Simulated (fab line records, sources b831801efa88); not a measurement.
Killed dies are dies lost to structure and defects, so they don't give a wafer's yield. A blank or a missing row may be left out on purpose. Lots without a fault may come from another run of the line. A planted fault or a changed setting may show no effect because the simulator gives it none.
Chamber matching | flow sfq_line | SFQ_TRILAYER_A5B_DEP_PECVD_129 on pecvd-02: 3 sister chambers
The step deposits SiO2 from SiH4/N2O, time 133.33 s, target thk 600 nm. 6 wafers are shown with their chamber, then 9 later ones without.

WAFERS WITH THEIR CHAMBER
wafer  | chamber | heater_power_w (W) | throttle_valve_pct (%)
L922.6 | 2       | 68                 | 24.3
L931.4 | 0       | 92                 | 24.2
L931.5 | 2       | 62                 | 24.8
L934.1 | 0       | 90                 | 24.4
L934.2 | 1       | 63                 | 24.0
L934.5 | 1       | 50                 | 24.0

WAFERS WITHOUT THEIR CHAMBER
wafer  | heater_power_w (W) | throttle_valve_pct (%)
L935.3 | 60                 | 24.1
L935.5 | 69                 | 24.8
L935.6 | 62                 | 24.0
L936.1 | 62                 | 24.8
L936.4 | 65                 | 24.0
L936.6 | 65                 | 24.9
L938.2 | 66                 | 25.1
L938.4 | 63                 | 24.0
L938.5 | 86                 | 24.5

WHICH CHAMBER EACH WENT THROUGH
wafer  | from the rows above     | in truth
L935.3 | can't be placed: 1 or 2 | 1
L935.5 | 2                       | 2
L935.6 | can't be placed: 1 or 2 | 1
L936.1 | 2                       | 2
L936.4 | can't be placed: 1 or 2 | 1
L936.6 | 2                       | 2
L938.2 | 2                       | 2
L938.4 | can't be placed: 1 or 2 | 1
L938.5 | 0                       | 0
Placed correctly: 5 of 9. Can't be placed from these rows: 4 (the true chamber is among the candidates in 4). Placed wrongly: 0.
How it was worked out, from the rows above alone: a wafer's distance from a chamber is the root of the sum, over the readings, of the square of ((its reading less the chamber's mean) divided by the reading's scatter). The wafer belongs to the nearest chamber; if the next one is less than 2 further off, it can't be placed. A chamber's mean is the mean of its shown wafers. The scatter: the root of (the sum of the squares of (reading less its chamber's mean) over the shown wafers, divided by (wafers less chambers)).
